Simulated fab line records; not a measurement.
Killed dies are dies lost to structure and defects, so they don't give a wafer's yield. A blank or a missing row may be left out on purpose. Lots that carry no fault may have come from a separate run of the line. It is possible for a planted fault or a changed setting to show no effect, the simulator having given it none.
2 desks looking at one fault | flow gf180mcu | numbers are kept per desk, each desk with only its own; the story behind them comes last

METROLOGY DESK
Means of the sampled wafers that have a number, per lot and without regard to the tool the lot ran on: this is what the gauges read. Marked OUT: a lot whose mean sits more than 4 standard deviations from the usual mean, which makes it out of limits; the brackets give that distance.
Columns: A = V4_CVD_00_THK at GF_V4_THK_MEAS_01, usual 599 nm; B = V4_CVD_02_THK at GF_V4_THK_MEAS_03, usual 850 nm; C = V4_OVL at GF_V4_OVL_MEAS_15, usual -2 nm
lot  | first seen here | A   | B              | C
L950 | day 22 16:35    | 599 | 839            | -9
L951 | day 22 20:44    | 607 | 838            | 6
L952 | day 23 17:19    | 601 | 833            | -2
L953 | day 23 17:40    | 604 | 856            | -3
L954 | day 24 00:21    | 598 | 843            | -4
L962 | day 27 07:10    | 600 | 732 (-8.4) OUT | 0
L965 | day 28 14:31    | 602 | 831            | -5
L966 | day 28 18:43    | 599 | 866            | -8
L967 | day 29 04:55    | 595 | 859            | 1
L971 | day 30 10:06    | 603 | 836            | -5
L973 | day 30 20:13    | 601 | 840            | 2
L972 | day 30 20:33    | 605 | 848            | -9
Per this desk, out of limits: L962; the first was L962, day 27 07:17 (V4_CVD_02_THK at GF_V4_THK_MEAS_03). In limits: L950, L951, L952, L953, L954, L965, L966, L967, L971, L973, L972.

DESK OF THE TOOL OWNER: pecvd-02
The tool's own readings at GF_V4_CVD_02 (deposits SiO2 from TEOS, target thk 850 nm, time 94.851 s): means of the sampled wafers that have a number, for each lot that ran on this tool. Marked OUT: a lot whose mean sits more than 4 standard deviations from the usual mean, which makes it out of limits; the brackets give that distance.
Columns: A = heaterPowerW at GF_V4_CVD_02, usual 680 W; B = susceptorTempC at GF_V4_CVD_02, usual 400.01 C
lot  | first seen here | A   | B
L953 | day 23 17:43    | 691 | 400.08
L962 | day 27 07:13    | 816 | 400.25
Result from this desk: across the 2 lots, nothing is out of limits.

BROUGHT TOGETHER
On L962, the metrology desk was in a position to raise an alarm at day 27 07:17.
The tool owner's desk saw nothing out of limits.
Tool owner's desk: L962 on record, inside its limits.
Of the lots named, all ran GF_V4_CVD_02 on pecvd-02.

WHAT THE SIMULATOR PUT IN
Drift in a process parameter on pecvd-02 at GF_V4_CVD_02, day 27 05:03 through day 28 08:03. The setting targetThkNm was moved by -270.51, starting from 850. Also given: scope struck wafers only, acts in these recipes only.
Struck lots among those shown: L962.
Hours from the fault's start to each desk's first reading out of limits: the metrology desk, 2.
